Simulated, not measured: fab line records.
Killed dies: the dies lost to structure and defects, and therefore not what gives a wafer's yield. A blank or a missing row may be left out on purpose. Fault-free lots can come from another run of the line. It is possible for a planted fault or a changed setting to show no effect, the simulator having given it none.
A lot that was struck, set against a sound lot / flow gf180mcu / 37 out of 602 route steps
Sound: these wafers, L604.2, L604.3, L604.5. Struck: wafer L620.6 (L620.1, L620.5, from the same lot, were not struck and are left out); the cause is given at the end.
For every step that has rows: the tool of each side, followed by ch and its chambers, followed by its first start. Under that, the readings that differ: sound wafers / struck wafers / difference of the means / sigmas: that difference in standard deviations of wafers without a fault.
alike: readings with means less than 2 such deviations apart, plus words and numbers identical on both sides. not compared: withheld readings, readings lacking a value on some wafer, bounds such as >300 that could conceal the same value, and numbers that have no deviation in the record and whose values overlap.
The two part at a step that has a row with sigmas, a row that says differs or no value, or rows on one side only. Non-overlapping numbers with no deviation appear without sigmas and do not part them. A reading missing from all wafers of one side parts the sides only when that side holds two or more wafers.

first, 2 steps without rows for these wafers: GF_M3_PEB_12 (peb time 86.96 s); GF_M3_DEVELOP_13 (develop time 60 s).
GF_M3_CD_MEAS_14: target cd 280 nm.
  sound on cdSem-01, day 21 02:23; struck on cdSem-02, day 27 02:08
  alike: cdNm
GF_M3_OVL_MEAS_15:
  sound on overlay-01, day 21 02:29; struck on overlay-02, day 27 02:15
reading=M3_OVL (nm); sound=-2 1 2; struck=-15; difference=-15; sigmas=-3
then, 5 steps without rows for these wafers: GF_M3_METAL_ETCH_16 (etches the open film in Cl2/BCl3, stops on SiO2, target depth 627.5 nm, time 104.6 s); GF_M3_STRIP_17 (strips in O2/N2); GF_M3_STRIP_18 (strips in post etch residue remover, time 1200 s); GF_M3_CLEAN_19 (cleans in DIW); GF_V3_CVD_00 (deposits SiO2, target thk 600 nm, time 100 s).
GF_V3_THK_MEAS_01:
  sound on filmMetro-03, day 21 03:17; struck on filmMetro-02, day 27 03:08
  alike: V3_CVD_00_THK
GF_V3_CVD_02: deposits SiO2 from TEOS, target thk 850 nm, time 94.851 s.
  sound on pecvd-02 ch 0,1,2, day 21 03:20; struck on pecvd-03 ch 1, day 27 03:11
  alike: heaterPowerW
  not compared: sinceWetCleanH
GF_V3_THK_MEAS_03:
  sound on filmMetro-02, day 21 03:25; struck on filmMetro-02, day 27 03:16
  alike: V3_CVD_02_THK
GF_V3_CMP_04: polishes SiO2.
  sound on cmp-02 ch 0,2, day 21 03:31; struck on cmp-02 ch 1, day 27 03:19
reading=timeToEndpointS (s); sound=76 81 92; struck=53; difference=-30; sigmas=-5
reading=model.SiO2_of_V3_CVD_02.thkNm (nm); sound=634.1 633.2 633.4; struck=693.9; difference=+60.3; sigmas=
  alike: motorCurrentA
GF_V3_BOW_MEAS_05:
  sound on filmMetro-03, day 21 03:47; struck on filmMetro-03, day 27 03:37
  alike: V3_BOW
then, 8 steps without rows for these wafers: GF_V3_DEHYDRATE_06 (time 60 s); GF_V3_HMDS_07 (prime time 60 s); GF_V3_COAT_08; GF_V3_COAT_09 (resist thk 1000 nm); GF_V3_SOFTBAKE_10 (time 60 s); GF_V3_EXPOSE_11 (exposes mask Via3, target cd 260 nm); GF_V3_PEB_12 (peb time 90 s); GF_V3_DEVELOP_13 (develop time 60 s).
GF_V3_CD_MEAS_14: target cd 260 nm.
  sound on cdSem-02, day 22 03:30; struck on cdSem-01, day 27 23:26
  alike: cdNm
GF_V3_OVL_MEAS_15:
  sound on overlay-02, day 22 03:37; struck on overlay-01, day 27 23:33
  alike: V3_OVL
GF_V3_ETCH_16: etches BARC in N2/H2.
  sound on rieDiel-01 ch 2,3, day 22 03:38; struck on rieDiel-04 ch 3, day 27 23:35
  alike: drypumpMotorCurrentA, oesProductAu, throttleValvePct
GF_V3_ETCH_17: etches SiO2 in C4F8/O2/Ar, stops on TiN, target depth 635 nm.
  sound: rieDiel-01 ch 2,3; struck: rieDiel-04 ch 3
reading=oesProductAu (a.u.); sound=0.855 0.861 0.856; struck=0.901; difference=+0.044; sigmas=+10
reading=model.V3.featureDepthNm (nm); sound=634.1 633.2 633.4; struck=693.9; difference=+60.3; sigmas=
reading=model.etch.depthNm (nm); sound=634.1 633.2 633.4; struck=693.9; difference=+60.3; sigmas=
GF_V3_STRIP_18: strips in O2/N2.
  sound on plasmaAsher-04 ch 0,1, day 22 03:46; struck on plasmaAsher-04 ch 0, day 27 23:43
  alike: drypumpMotorCurrentA, heaterPowerW, oesProductAu
  not compared: rfHoursCounterH
then, 3 steps without rows for these wafers: GF_V3_STRIP_19 (strips in post etch residue remover, time 1200 s); GF_V3_CLEAN_20 (cleans in DIW); GF_V3_SPUTTER_21 (material Ti, target thk 15 nm, time 77.09 s).
GF_V3_SPUTTER_22: material TiN, target thk 10 nm, time 40 s.
  sound on pvdSputter-03, day 22 04:22; struck on pvdSputter-02, day 28 00:19
  alike: throttleValvePct
then, 1 step without rows for these wafers: GF_V3_CVD_23 (deposits W, target thk 350 nm, time 104.9 s).
GF_V3_RS_MEAS_24: measurement is done with a four-point probe.
  sound on filmMetro-02, day 22 04:32; struck on filmMetro-03, day 28 00:28
  alike: V3_W_RS
GF_V3_THK_MEAS_25: measures by xrf.
  sound on filmMetro-02, day 22 04:38; struck on filmMetro-03, day 28 00:35
  alike: V3_W_THK
GF_V3_CMP_26: polishes, stops on SiO2, t overpolish 15 s, target thk 0 nm.
  sound on cmp-01 ch 2,3, day 22 04:41; struck on cmp-02 ch 1, day 28 00:47
reading=model.SiO2_of_V3_CVD_02.thkNm (nm); sound=630.3 629.4 629.7; struck=690.1; difference=+60.3; sigmas=
  alike: motorCurrentA
GF_M4_SPUTTER_00: material Ti, target thk 37.5 nm, time 150 s.
  sound on pvdSputter-02, day 22 04:59; struck on pvdSputter-01, day 28 00:56
  alike: throttleValvePct
-- the record jumps here: 6 days lie between the struck wafers' starts before and after (it left off in module M4 and takes up again in module PASSIVATION, whose first step shown is number 602 of the route) --
GF_PASSIVATION_PROBE_99:
  the record has rows for the struck wafers here (prober-02, day 33 14:50) and none for the sound ones

== WHERE THEY PART ==
At GF_M3_OVL_MEAS_15 first; at GF_PASSIVATION_PROBE_99 last (within this record only).

WHY: what the simulator had put in
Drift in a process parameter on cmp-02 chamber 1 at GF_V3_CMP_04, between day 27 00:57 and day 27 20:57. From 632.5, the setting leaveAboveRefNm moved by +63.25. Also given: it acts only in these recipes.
